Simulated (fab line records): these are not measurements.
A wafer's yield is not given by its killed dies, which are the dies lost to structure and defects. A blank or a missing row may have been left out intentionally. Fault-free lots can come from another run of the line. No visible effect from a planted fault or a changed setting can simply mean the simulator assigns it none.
Which tool is to blame? / flow sky130 / 24 lots, 72 wafers sampled, at 2 steps of a route of 708

== WHAT EACH GAUGE READ, for each wafer ==
SKY_SONOS_TUNNEL_TW_MEAS_12.
lot=L075; measured=day 11 20:44; on=film-metro-03; SONOS_TUNNEL_TW=198.8 198.1 198.5
lot=L074; measured=day 11 22:21; on=film-metro-02; SONOS_TUNNEL_TW=198.3 199.2 198.6
lot=L076; measured=day 12 02:13; on=film-metro-02; SONOS_TUNNEL_TW=199.4 199.4 199.8
lot=L077; measured=day 12 03:29; on=film-metro-02; SONOS_TUNNEL_TW=200.6 199.1 199.5
lot=L078; measured=day 12 10:13; on=film-metro-04; SONOS_TUNNEL_TW=197.6 197.0 197.0
lot=L079; measured=day 12 20:47; on=film-metro-04; SONOS_TUNNEL_TW=197.1 196.2 197.1
lot=L080; measured=day 13 10:19; on=film-metro-03; SONOS_TUNNEL_TW=197.6 198.2 197.5
lot=L081; measured=day 13 21:43; on=film-metro-02; SONOS_TUNNEL_TW=198.5 198.4 199.2
lot=L082; measured=day 14 08:44; on=film-metro-03; SONOS_TUNNEL_TW=198.3 197.7 199.1
lot=L083; measured=day 14 18:47; on=film-metro-04; SONOS_TUNNEL_TW=197.6 197.2 197.8
lot=L084; measured=day 14 19:05; on=film-metro-02; SONOS_TUNNEL_TW=199.2 200.8 199.2
lot=L085; measured=day 15 08:36; on=film-metro-03; SONOS_TUNNEL_TW=200.1 198.4 198.4
lot=L086; measured=day 15 12:58; on=film-metro-02; SONOS_TUNNEL_TW=199.2 199.9 198.8
lot=L087; measured=day 16 01:31; on=film-metro-02; SONOS_TUNNEL_TW=198.6 198.4 199.3
lot=L089; measured=day 16 06:11; on=film-metro-03; SONOS_TUNNEL_TW=199.4 198.4 199.2
lot=L088; measured=day 16 06:20; on=film-metro-02; SONOS_TUNNEL_TW=199.2 198.6 198.6
lot=L090; measured=day 16 18:07; on=film-metro-02; SONOS_TUNNEL_TW=198.4 197.5 199.1
lot=L091; measured=day 16 21:13; on=film-metro-03; SONOS_TUNNEL_TW=198.7 198.7 199.1
lot=L092; measured=day 17 09:53; on=film-metro-03; SONOS_TUNNEL_TW=197.9 198.2 199.0
lot=L093; measured=day 17 17:30; on=film-metro-04; SONOS_TUNNEL_TW=197.0 197.0 197.7
lot=L094; measured=day 17 23:55; on=film-metro-04; SONOS_TUNNEL_TW=196.5 197.4 197.8
lot=L095; measured=day 18 02:28; on=film-metro-02; SONOS_TUNNEL_TW=199.1 200.1 199.7
lot=L096; measured=day 18 10:46; on=film-metro-02; SONOS_TUNNEL_TW=200.4 199.8 200.6
lot=L097; measured=day 18 22:04; on=film-metro-04; SONOS_TUNNEL_TW=197.1 197.0 197.1

SKY_POLY_GATE_CD_MEAS_22.
lot=L075; measured=day 17 00:10; on=cd-sem-01; cd-nm (nm)=153.3 148.8 147.9
lot=L074; measured=day 17 01:28; on=cd-sem-01; cd-nm (nm)=148.4 146.1 148.6
lot=L076; measured=day 17 05:14; on=cd-sem-02; cd-nm (nm)=149.2 150.5 151.6
lot=L077; measured=day 17 07:49; on=cd-sem-02; cd-nm (nm)=152.7 148.0 153.7
lot=L078; measured=day 17 14:05; on=cd-sem-02; cd-nm (nm)=150.3 147.2 148.8
lot=L079; measured=day 18 01:15; on=cd-sem-02; cd-nm (nm)=151.5 148.7 155.0
lot=L080; measured=day 18 15:49; on=cd-sem-02; cd-nm (nm)=153.0 153.5 155.0
lot=L081; measured=day 19 06:22; on=cd-sem-01; cd-nm (nm)=150.3 149.5 149.0
lot=L082; measured=day 19 18:26; on=cd-sem-01; cd-nm (nm)=150.7 152.0 150.6
lot=L083; measured=day 20 11:13; on=cd-sem-01; cd-nm (nm)=152.4 150.8 150.9
lot=L084; measured=day 20 09:52; on=cd-sem-01; cd-nm (nm)=149.6 149.5 150.6
lot=L085; measured=day 20 21:28; on=cd-sem-02; cd-nm (nm)=151.3 150.6 148.4
lot=L086; measured=day 21 03:20; on=cd-sem-01; cd-nm (nm)=147.6 148.1 149.7
lot=L087; measured=day 21 17:01; on=cd-sem-01; cd-nm (nm)=148.8 150.4 148.8
lot=L089; measured=day 21 23:07; on=cd-sem-01; cd-nm (nm)=147.0 150.2 151.2
lot=L088; measured=day 21 21:43; on=cd-sem-02; cd-nm (nm)=149.5 148.9 147.4
lot=L090; measured=day 22 09:32; on=cd-sem-02; cd-nm (nm)=149.5 149.5 148.6
lot=L091; measured=day 22 15:15; on=cd-sem-01; cd-nm (nm)=145.8 152.6 150.1
lot=L092; measured=day 23 00:49; on=cd-sem-01; cd-nm (nm)=152.4 151.3 152.5
lot=L093; measured=day 23 12:51; on=cd-sem-01; cd-nm (nm)=149.3 149.7 147.7
lot=L094; measured=day 23 15:10; on=cd-sem-02; cd-nm (nm)=150.7 150.2 143.1
lot=L095; measured=day 23 19:04; on=cd-sem-02; cd-nm (nm)=145.5 148.3 148.8
lot=L096; measured=day 24 11:58; on=cd-sem-01; cd-nm (nm)=154.1 153.6 154.2
lot=L097; measured=day 24 17:38; on=cd-sem-02; cd-nm (nm)=147.8 150.7 145.6

== TOOL THAT RAN EACH LOT (tool first, then ch and the chambers of the sampled wafers, then the start) ==
Record: no process step prior to these readings.

== AS READ BY THE TOOLS THEMSELVES (means over the sampled wafers that have a number; for cases with no such wafer, the mark the record gives instead) ==
The record holds no such reading with a usual standard deviation.

== THE ANSWER, worked out from the rows above alone ==
Rule: usual is defined by the lots themselves. Put in order of their means at a reading, lots are off if they are a third of the lots or fewer, leave a main group of 4 or more, and stand apart from it by a gap of 3 or more times the standard deviation of the main group's means; of several such gaps the widest counts. The tables above print the reading to a certain number of digits; a main group whose means all agree to those digits is not used. A lot without any number at a reading at which 4 lots or more have one is off too. Where the step has rows for the other lots, those lots are counted as sound. Order of review: gauges by route order, followed by the tools' own readings, for which a lot's mean as printed above is used. At the first step where some lot is off, the reading lying furthest off is the one used; lots without a number count as furthest.
Across all readings shown, no lot is off: no conclusion can be drawn from this.

== WHAT HAD BEEN PUT IN BY THE SIMULATOR ==
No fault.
